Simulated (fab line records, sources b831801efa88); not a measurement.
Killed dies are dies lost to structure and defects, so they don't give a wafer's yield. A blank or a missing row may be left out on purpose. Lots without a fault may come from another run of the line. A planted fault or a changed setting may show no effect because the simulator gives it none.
Problem report in the 8D (eight disciplines) form, filled by code | flow sky130 | the parts of the form that need people (team, actions taken, sign-off) are left out

1. THE PROBLEM
developer_temp_C at SKY_VIA4_DEVELOP_10 reads a mean of 25.33 C on 6 wafers of 2 lots; wafers without a fault read 22.99 C with a standard deviation of 0.098. That is +24 standard deviations from the usual mean.
The step: develop time 60 s.
First seen on wafer L837.1, day 44 12:01, on litho_track-03. The record holds 33 wafers of 11 lots with a number at this step. Rule for "out", or "out of limits": more than 4 standard deviations from the usual mean. The other wafers with a number count as sound.

2. WHAT IT IS AND WHAT IT IS NOT
question                    | is                     | is not
which readings at this step | developer_temp_C       | -
which lots                  | L837, L839             | L834, L835, L836, L847, L848, L852, L853, L854, L855
which wafers of those lots  | all that have a number | -
read on which tools         | litho_track-03         | litho_track-01, litho_track-04
when                        | from day 44 12:01      | up to then (9 sound wafers); but 18 sound wafers of L847, L848, L852, L853, L854, L855 came after

3. SUSPECTS, AND WHAT RULES EACH OUT
Counting: a tool at a process step up to the reading stays a suspect if it ran every lot that is out and no sound lot after the first of them.
- litho_track-03 at SKY_VIA4_DEVELOP_10 (develop time 60 s): ruled out as a lasting fault. Sound lots L848, L852, L853, L855 ran on it after its first lot that is out, L837 (day 44 12:01).
Left after counting: nothing in the record.

4. THE CAUSE (what the simulator had put in)
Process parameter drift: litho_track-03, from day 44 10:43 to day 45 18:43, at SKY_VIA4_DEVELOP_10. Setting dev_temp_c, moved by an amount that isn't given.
Counting ruled it out, wrongly.

5. THE CHAIN OF EFFECTS, in route order
Each row: a reading whose mean over the struck wafers that have a number lies more than 3 standard deviations from the usual. Only readings for which the record gives a usual standard deviation are gone through. hours: the time from each lot's start at the first step in this table that gives one to its start at this step, as a median over the lots. sigmas: the change in usual standard deviations.
hours | step                | reading          | usual   | on struck wafers | change | sigmas
0     | SKY_VIA4_DEVELOP_10 | developer_temp_C | 22.99 C | 25.33            | +2.34  | +24
The process steps in it:
- SKY_VIA4_DEVELOP_10: develop time 60 s.

6. WHAT WOULD HAVE CAUGHT IT SOONER
In this record the first reading out of limits was taken at day 44 12:01, 1 hour after the fault began at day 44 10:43.
